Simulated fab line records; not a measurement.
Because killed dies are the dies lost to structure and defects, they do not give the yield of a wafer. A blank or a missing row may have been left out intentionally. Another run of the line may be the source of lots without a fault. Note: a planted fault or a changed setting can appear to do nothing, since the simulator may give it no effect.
Which of the tools did it? -- flow gf180mcu -- 39 wafers sampled from 13 lots at 1 step of a route of 602

== WHAT THE GAUGES READ, wafer by wafer ==
GF_V5_THK_MEAS_01.
lot,measured,on,V5_CVD_00_THK (nm)
L462,day 26 04:40,filmMetro-03,296.7 298.7 300.2
L463,day 26 20:20,filmMetro-03,302.7 301.6 304.1
L464,day 27 01:16,filmMetro-03,305.0 302.8 303.9
L465,day 27 11:28,filmMetro-03,300.1 298.3 300.8
L467,day 28 01:20,filmMetro-03,298.0 299.7 298.5
L468,day 28 06:15,filmMetro-02,298.0 299.5 297.2
L469,day 28 20:16,filmMetro-01,299.7 299.5 298.7
L470,day 28 23:07,filmMetro-03,303.8 299.6 301.3
L476,day 30 18:28,filmMetro-01,300.4 300.0 295.8
L478,day 31 05:03,filmMetro-01,300.7 303.2 306.5
L480,day 31 19:17,filmMetro-03,300.6 303.4 300.6
L481,day 32 06:04,filmMetro-03,298.3 295.6 299.3
L482,day 32 07:33,filmMetro-01,298.9 302.5 299.8

== WHAT TOOL EACH LOT RAN ON (gives the tool, then ch and the chambers of the sampled wafers, and finally the start) ==
The record shows no process step preceding these readings.

== WHAT THE TOOLS THEMSELVES READ (means of the sampled wafers that have a number; where no wafer has one, the mark that the record gives instead) ==
The record holds no such reading with a usual standard deviation.

== THE ANSWER, worked out from the rows above alone ==
Rule: the lots themselves supply what counts as usual. Put in order of their means at a reading, lots are off if they are a third of the lots or fewer, leave a main group of 4 or more, and stand apart from it by a gap of 3 or more times the standard deviation of the main group's means; of several such gaps the widest counts. A main group is skipped when, at the precision printed for the reading in the tables above, its means are all equal. Also off: a lot with no number at a reading for which 4 or more lots have one. Any other lot the step has rows for is counted as sound. After the gauges, taken in route order, come the tools' own readings; for these a lot's mean is taken, as printed above. The first step at which some lot is off is used, and at that step the reading that is off furthest; a lot without a number counts as furthest.
Nothing can be told from this: no lot is off at any reading shown.

== WHAT THE SIMULATOR HAD INSERTED ==
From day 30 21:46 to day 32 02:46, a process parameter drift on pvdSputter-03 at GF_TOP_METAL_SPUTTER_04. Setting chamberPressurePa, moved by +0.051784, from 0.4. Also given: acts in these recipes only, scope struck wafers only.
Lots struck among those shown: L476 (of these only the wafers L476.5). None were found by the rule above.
